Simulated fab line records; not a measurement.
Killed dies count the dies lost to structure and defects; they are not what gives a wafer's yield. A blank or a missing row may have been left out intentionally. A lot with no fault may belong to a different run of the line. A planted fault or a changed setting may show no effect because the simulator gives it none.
fab line records	flow gf180mcu
[record] lots = 14	wafers = 42	last-day = 34
route steps=602 shown STI@23 HV_LDD@185 PSD@261 SAB@274
lots that met no fault: taken from a fault-free run of the same line
start-h: hours from the record's opening day to when the first of the lot's shown wafers began	wait-h: how many hours have passed since the lot's step before this one	" repeats the value in the row above	L1.1+2: several wafers, shown together as one row	- no value, or no start was given	* or withheld: withheld	< > ~ a bound
route shown NAME@n: names a module that has steps shown in the file, with the first one's number in the route	usual: mean/standard deviation taken from wafers without a fault	same: alike in all rows	chamber/n: place in a boat	sites: the reading at each site	_std_site: standard deviation across them	_edge_site: inner sites' mean taken away from outer sites' mean	radius-mm: for every site, how far away it sits from the centre of the wafer	mask NAME#n: copy n	behind: the last tool/chamber to shape the wafer	hold: cause of the lot's hold/its duration in hours/its outcome	device: the n, p or np transistor that did not switch	end of line: tests of these same wafers at the route's end	a step given without rows: its recipe and nothing more	killed: count of dies lost to structure and defects at first sort (not the wafer's yield)	map: dies across one wafer; x = killed, . = not, _ = none there
set.NAME: setting as actually run; set.NAME@STEP: the setting as run at that earlier step	model.NAME: the simulator's own value behind a step, which no gauge read
a sample of lots followed through the steps of the route, with each step as a table and each wafer as a row
services: from which hour (start-h, from the record's first day; less than 0 if before it) a tool's chamber was out of use, for how many hours, and why
[[steps]]
[step GF_STI_THK_MEAS_22]
[recipe] reads = SiO2_of_STI_OXIDATION_21
[usual] STI_OXIDATION_01_THK = 14.9/0.3
lot.wafer	tool	chamber	start-h	wait-h	STI_OXIDATION_01_THK[nm]
L357.1	film-metro-03	-	27.10	0.0	15.3
L357.2	"	-	"	"	15.2
L357.6	"	-	"	"	15.4
L358.1	film-metro-04	-	32.64	0.0	15.2
L358.2	"	-	"	"	15.1
L358.4	"	-	"	"	15.1
L359.2	film-metro-01	-	37.65	0.0	14.9
L359.3	"	-	"	"	15.1
L359.4	"	-	"	"	15.3
L360.1	film-metro-04	-	44.45	0.0	15.0
L360.2	"	-	"	"	15.0
L360.3	"	-	"	"	14.9
L364.2	film-metro-04	-	63.53	0.0	15.2
L364.3	"	-	"	"	15.0
L364.4	"	-	"	"	15.2
L367.2	film-metro-01	-	79.05	0.0	14.9
L367.5	"	-	"	"	14.8
L367.6	"	-	"	"	15.1
L370.2	film-metro-04	-	95.26	0.0	15.0
L370.3	"	-	"	"	15.2
L370.4	"	-	"	"	14.8
L371.3	film-metro-04	-	99.53	0.0	14.9
L371.4	"	-	"	"	14.9
L371.6	"	-	"	"	15.0
L374.1	film-metro-01	-	115.13	0.0	14.7
L374.4	"	-	"	"	14.6
L374.5	"	-	"	"	14.7
L376.2	film-metro-03	-	124.10	0.0	13.9
L376.3	"	-	"	"	13.9
L376.5	"	-	"	"	14.1
L377.2	film-metro-04	-	130.40	0.0	14.6
L377.5	"	-	"	"	14.6
L377.6	"	-	"	"	14.8
L378.1	film-metro-03	-	135.57	0.0	15.1
L378.2	"	-	"	"	15.1
L378.3	"	-	"	"	15.3
L379.3	film-metro-01	-	140.16	0.0	15.3
L379.4	"	-	"	"	15.3
L379.6	"	-	"	"	15.4
L380.1	film-metro-01	-	146.90	0.0	15.3
L380.4	"	-	"	"	15.1
L380.6	"	-	"	"	15.0
[step GF_HV_LDD_IMPLANT_09]
[recipe] species = As	energy-kev = 40	dose-cm2 = 1e+14	tilt-deg = 7
[usual] dose-ions-cm2 = 1.0001e+14/9.9e+10
lot.wafer	tool	chamber	start-h	wait-h	dose-ions-cm2
L357.1	implanter-02	0	216.23	0.0	1.0008e+14
L357.2	"	0	"	"	1e+14
L357.6	"	0	"	"	9.997e+13
L358.1	implanter-04	0	222.39	0.0	1.0012e+14
L358.2	"	0	"	"	9.983e+13
L358.4	"	0	"	"	9.976e+13
L359.2	implanter-01	0	228.61	0.0	9.98e+13
L359.3	"	0	"	"	9.984e+13
L359.4	"	0	"	"	9.987e+13
L360.1	implanter-01	0	239.29	0.0	9.996e+13
L360.2	"	0	"	"	1.0003e+14
L360.3	"	0	"	"	9.987e+13
L364.2	implanter-04	0	269.26	0.0	9.73e+13
L364.3	"	0	"	"	9.717e+13
L364.4	"	0	"	"	9.737e+13
L367.2	implanter-04	0	296.96	0.0	9.732e+13
L367.5	"	0	"	"	9.738e+13
L367.6	"	0	"	"	9.727e+13
L370.2	implanter-02	0	317.29	0.0	1.0005e+14
L370.3	"	0	"	"	9.998e+13
L370.4	"	0	"	"	9.988e+13
L371.3	implanter-01	0	317.92	0.1	9.997e+13
L371.4	"	0	"	"	1.0006e+14
L371.6	"	0	"	"	1.001e+14
L374.1	implanter-02	0	344.72	0.0	1.0016e+14
L374.4	"	0	"	"	1.001e+14
L374.5	"	0	"	"	1.0013e+14
L376.2	implanter-01	0	355.60	0.0	1.002e+14
L376.3	"	0	"	"	1.0013e+14
L376.5	"	0	"	"	1.0006e+14
L377.2	implanter-02	0	363.10	0.0	1.001e+14
L377.5	"	0	"	"	9.99e+13
L377.6	"	0	"	"	1.0011e+14
L378.1	implanter-04	0	371.08	0.0	1.0015e+14
L378.2	"	0	"	"	1.0018e+14
L378.3	"	0	"	"	1.0002e+14
L379.3	implanter-02	0	376.98	0.1	9.994e+13
L379.4	"	0	"	"	1.0015e+14
L379.6	"	0	"	"	1.0003e+14
L380.1	implanter-02	0	387.23	0.0	9.999e+13
L380.4	"	0	"	"	1e+14
L380.6	"	0	"	"	9.997e+13
[step GF_HV_LDD_RS_MEAS_53]
[recipe] thk-meas-gauge = four-point-probe
[usual] HV_LDD_RS = 418.0/0.97
lot.wafer	tool	chamber	start-h	wait-h	HV_LDD_RS[ohm/sq]
L357.1	film-metro-04	-	274.71	0.1	418.3
L357.2	"	-	"	"	417.4
L357.6	"	-	"	"	418.1
L358.1	film-metro-04	-	280.41	0.1	417.3
L358.2	"	-	"	"	416.8
L358.4	"	-	"	"	417.5
L359.2	film-metro-02	-	286.13	0.1	417.7
L359.3	"	-	"	"	418.9
L359.4	"	-	"	"	418.3
L360.1	film-metro-01	-	296.92	0.1	417.0
L360.2	"	-	"	"	417.8
L360.3	"	-	"	"	418.1
L364.2	film-metro-02	-	329.93	0.1	423.8
L364.3	"	-	"	"	423.3
L364.4	"	-	"	"	422.4
L367.2	film-metro-02	-	361.63	0.1	422.6
L367.5	"	-	"	"	424.3
L367.6	"	-	"	"	422.6
L370.2	film-metro-02	-	383.68	0.1	417.3
L370.3	"	-	"	"	417.7
L370.4	"	-	"	"	417.7
L371.3	film-metro-04	-	384.00	0.1	417.4
L371.4	"	-	"	"	418.0
L371.6	"	-	"	"	418.5
L374.1	film-metro-01	-	414.09	0.1	418.6
L374.4	"	-	"	"	420.0
L374.5	"	-	"	"	417.6
L376.2	film-metro-04	-	426.31	0.1	420.1
L376.3	"	-	"	"	419.7
L376.5	"	-	"	"	417.7
L377.2	film-metro-02	-	433.76	0.1	416.4
L377.5	"	-	"	"	415.4
L377.6	"	-	"	"	417.2
L378.1	film-metro-02	-	443.71	0.1	417.3
L378.2	"	-	"	"	417.4
L378.3	"	-	"	"	417.0
L379.3	film-metro-04	-	448.94	0.1	418.6
L379.4	"	-	"	"	418.9
L379.6	"	-	"	"	418.9
L380.1	film-metro-01	-	460.98	0.1	416.7
L380.4	"	-	"	"	417.9
L380.6	"	-	"	"	418.3
[step GF_PSD_RTA_13]
[recipe] temp-c = 1025	time-s = 20	ambient = N2
[usual] lamp-power-pct = 32.2/2.4	wafer_temp_C_max = 1030.9/2.4
lot.wafer	tool	chamber	start-h	wait-h	lamp-power-pct	wafer_temp_C_max
L357.1	rtp-anneal-01	0	317.31	0.0	34.5	1032.0
L357.2	"	0	"	"	34.5	1034.9
L357.6	"	0	"	"	34.5	1031.8
L358.1	rtp-anneal-01	0	323.74	0.0	34.4	1033.1
L358.2	"	0	"	"	34.5	1031.7
L358.4	"	0	"	"	34.4	1032.6
L359.2	rtp-anneal-02	0	329.04	0.0	29.6	1028.7
L359.3	"	0	"	"	29.5	1027.9
L359.4	"	0	"	"	29.6	1028.7
L360.1	rtp-anneal-02	0	341.74	0.0	29.5	1029.1
L360.2	"	0	"	"	29.6	1028.6
L360.3	"	0	"	"	29.5	1028.4
L364.2	rtp-anneal-02	0	377.53	0.0	29.5	1028.2
L364.3	"	0	"	"	29.5	1029.0
L364.4	"	0	"	"	29.6	1029.4
L367.2	rtp-anneal-02	0	412.70	0.0	29.6	1027.7
L367.5	"	0	"	"	29.5	1028.2
L367.6	"	0	"	"	29.5	1028.1
L370.2	rtp-anneal-02	0	433.39	0.0	29.5	1029.5
L370.3	"	0	"	"	29.5	1029.7
L370.4	"	0	"	"	29.6	1028.6
L371.3	rtp-anneal-02	0	434.00	0.0	29.6	1029.6
L371.4	"	0	"	"	29.6	1028.5
L371.6	"	0	"	"	29.6	1028.0
L374.1	rtp-anneal-01	0	465.22	0.0	34.5	1031.8
L374.4	"	0	"	"	34.6	1030.5
L374.5	"	0	"	"	34.4	1032.2
L376.2	rtp-anneal-01	0	478.45	0.0	34.5	1033.0
L376.3	"	0	"	"	34.5	1032.0
L376.5	"	0	"	"	34.4	1033.0
L377.2	rtp-anneal-01	0	485.45	0.0	34.5	1032.3
L377.5	"	0	"	"	34.4	1033.1
L377.6	"	0	"	"	34.5	1031.7
L378.1	rtp-anneal-01	0	494.81	0.0	34.5	1032.6
L378.2	"	0	"	"	34.5	1031.7
L378.3	"	0	"	"	34.4	1031.3
L379.3	rtp-anneal-01	0	500.72	0.0	34.4	1034.0
L379.4	"	0	"	"	34.5	1033.1
L379.6	"	0	"	"	34.4	1034.2
L380.1	rtp-anneal-01	0	512.21	0.0	34.5	1033.7
L380.4	"	0	"	"	34.5	1034.7
L380.6	"	0	"	"	34.5	1033.2
[step GF_SAB_OVL_MEAS_10]
[usual] SAB_OVL = 0.3/1.3
lot.wafer	tool	chamber	start-h	wait-h	SAB_OVL[nm]
L357.1	overlay-02	-	337.56	0.1	0.3
L357.2	"	-	"	"	0.6
L357.6	"	-	"	"	0.2
L358.1	overlay-02	-	345.80	0.1	0.1
L358.2	"	-	"	"	-0.4
L358.4	"	-	"	"	0.8
L359.2	overlay-01	-	351.45	0.1	1.7
L359.3	"	-	"	"	2.4
L359.4	"	-	"	"	-1.1
L360.1	overlay-01	-	363.34	0.1	-0.9
L360.2	"	-	"	"	-3.4
L360.3	"	-	"	"	-2.6
L364.2	overlay-01	-	400.87	0.1	-0.4
L364.3	"	-	"	"	-1.8
L364.4	"	-	"	"	0.9
L367.2	overlay-02	-	437.27	0.1	1.3
L367.5	"	-	"	"	0.5
L367.6	"	-	"	"	-0.3
L370.2	overlay-02	-	457.90	0.1	1.9
L370.3	"	-	"	"	-0.9
L370.4	"	-	"	"	-0.2
L371.3	overlay-02	-	458.47	0.1	-0.5
L371.4	"	-	"	"	0.8
L371.6	"	-	"	"	-2.5
L374.1	overlay-02	-	489.76	0.1	1.7
L374.4	"	-	"	"	2.2
L374.5	"	-	"	"	0.0
L376.2	overlay-01	-	501.90	0.1	2.2
L376.3	"	-	"	"	1.4
L376.5	"	-	"	"	0.6
L377.2	overlay-02	-	509.40	0.1	-0.6
L377.5	"	-	"	"	-0.3
L377.6	"	-	"	"	0.3
L378.1	overlay-01	-	518.86	0.1	-0.3
L378.2	"	-	"	"	-1.0
L378.3	"	-	"	"	-1.6
L379.3	overlay-02	-	524.45	0.1	1.7
L379.4	"	-	"	"	0.5
L379.6	"	-	"	"	-0.7
L380.1	overlay-02	-	535.74	0.1	-0.9
L380.4	"	-	"	"	-1.3
L380.6	"	-	"	"	1.2
[[services]]
tool	chamber	start-h	hours	kind
implanter-01	-	198.05	2.0	repair
implanter-01	-	199.06	1.2	repair
implanter-01	-	214.54	1.1	repair
rtp-anneal-01	-	219.10	3.3	pm
rtp-anneal-01	-	240.41	22.9	pm
implanter-04	-	246.79	4.2	pm
implanter-01	-	267.59	1.1	repair
implanter-01	-	280.61	2.9	repair
implanter-01	-	281.21	5.9	repair
implanter-02	-	320.26	5.3	repair
implanter-01	-	321.67	1.6	repair
implanter-02	-	341.86	2.8	repair
implanter-04	-	358.83	1.8	repair
implanter-02	-	453.30	20.8	repair
implanter-04	-	464.16	15.5	repair
implanter-04	-	465.98	2.3	repair
implanter-01	-	478.91	4.4	repair
rtp-anneal-02	-	482.08	46.2	pm
implanter-01	-	501.72	2.6	repair
implanter-04	-	506.53	2.2	repair
[[key]]
[first-sign] step = GF_HV_LDD_IMPLANT_09	reading = dose-ions-cm2	direction = down	sigmas = 27	usual = 1.0001e+14	struck = 9.73e+13
[effect] step = GF_HV_LDD_RS_MEAS_53	reading = HV_LDD_RS	direction = up	sigmas = 5.3	usual = 418.0	struck = 423.2
met-at GF_HV_LDD_IMPLANT_09
struck-lots L364,L367
tester-left-out L364,L367
not-acting-at GF_STI_THK_MEAS_22,GF_PSD_RTA_13,GF_SAB_OVL_MEAS_10
onset-between 222.39 269.26
[fault] kind = process-parameter-drift	tool = implanter-04	chamber = -	onset-h = 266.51	steps = GF_HV_LDD_IMPLANT_09	channel = dose-cm2	offset = -2.7168e+12	shape = step	end-h = 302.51	acts-in = these-recipes-only	stated = 1e+14
// tester-left-out: of these lots the tester's yield and bins aren't shown, on N5 and GAA mostly nor the transistor test; their killed dies are dies lost to structure and defects alone, not to doping, threshold or leakage, so they don't give the yield
